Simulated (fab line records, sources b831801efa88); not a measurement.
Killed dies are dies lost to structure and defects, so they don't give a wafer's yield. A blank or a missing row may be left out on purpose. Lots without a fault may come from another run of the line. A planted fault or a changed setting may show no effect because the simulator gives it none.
Which tool did it? | flow sky130 | 6 lots, 18 wafers sampled, at 1 step of a route of 708

WHAT THE GAUGES READ, wafer by wafer
SKY_SD_N_OVL_MEAS_08.
lot  | measured     | on         | SD_N_OVL (nm)
L112 | day 27 22:34 | overlay-02 | 0.7 2.3 2.2
L114 | day 28 19:48 | overlay-01 | -0.9 0.0 0.7
L122 | day 31 18:00 | overlay-02 | 0.4 0.0 0.7
L123 | day 31 21:14 | overlay-01 | 0.2 0.6 0.3
L129 | day 34 00:01 | overlay-02 | 2.1 -0.4 2.2
L132 | day 34 12:30 | overlay-02 | 1.4 1.5 0.8

WHICH TOOL RAN EACH LOT (tool, then ch and the chambers of the sampled wafers, then the start)
The record holds no process step before these readings.

THE ANSWER, worked out from the rows above alone
Rule: what is usual is taken from the lots themselves. Put in order of their means at a reading, lots are off if they are a third of the lots or fewer, leave a main group of 4 or more, and stand apart from it by a gap of 3 or more times the standard deviation of the main group's means; of several such gaps the widest counts. A main group whose means are all the same, to the digits that the tables above print for the reading, isn't used. A lot without any number at a reading at which 4 lots or more have one is off too. The other lots that the step has rows for count as sound.
No lot is off at any reading shown: from this, nothing can be told.

WHAT THE SIMULATOR HAD PUT IN
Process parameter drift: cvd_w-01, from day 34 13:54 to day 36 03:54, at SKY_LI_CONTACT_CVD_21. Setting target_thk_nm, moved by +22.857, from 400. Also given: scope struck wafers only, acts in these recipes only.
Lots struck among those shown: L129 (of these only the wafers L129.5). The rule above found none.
